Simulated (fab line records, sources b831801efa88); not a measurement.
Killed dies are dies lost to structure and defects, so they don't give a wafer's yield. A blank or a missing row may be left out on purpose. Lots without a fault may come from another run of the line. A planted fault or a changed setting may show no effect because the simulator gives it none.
Chamber matching | flow gf180mcu | GF_V5_CMP_04 on cmp-01: 4 sister chambers
The step polishes SiO2. 4 wafers are shown with their chamber, then 8 later ones without.

WAFERS WITH THEIR CHAMBER
wafer  | chamber | motor_current_A (A)
L961.5 | 1       | 14.0
L960.6 | 3       | 11.9
L964.1 | 0       | 11.7
L967.1 | 2       | 10.3

WAFERS WITHOUT THEIR CHAMBER
wafer  | motor_current_A (A)
L967.5 | 11.9
L967.6 | 10.4
L968.1 | 11.4
L968.2 | 13.5
L968.5 | 13.8
L976.1 | 11.0
L976.3 | 13.6
L976.4 | 11.5

WHICH CHAMBER EACH WENT THROUGH
wafer  | from the rows above          | in truth
L967.5 | can't be placed: 3 or 0      | 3
L967.6 | 2                            | 2
L968.1 | can't be placed: 0 or 3      | 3
L968.2 | 1                            | 1
L968.5 | 1                            | 1
L976.1 | can't be placed: 0 or 2 or 3 | 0
L976.3 | 1                            | 1
L976.4 | can't be placed: 0 or 3      | 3
Placed correctly: 4 of 8. Can't be placed from these rows: 4 (the true chamber is among the candidates in 4). Placed wrongly: 0.
How it was worked out, from the rows above alone: a wafer's distance from a chamber is the root of the sum, over the readings, of the square of ((its reading less the chamber's mean) divided by the reading's scatter). The wafer belongs to the nearest chamber; if the next one is less than 2 further off, it can't be placed. A chamber's mean is the mean of its shown wafers. The scatter: with one shown wafer a chamber, the root of the mean of the squares of how far each hidden wafer lies from its nearest shown one.
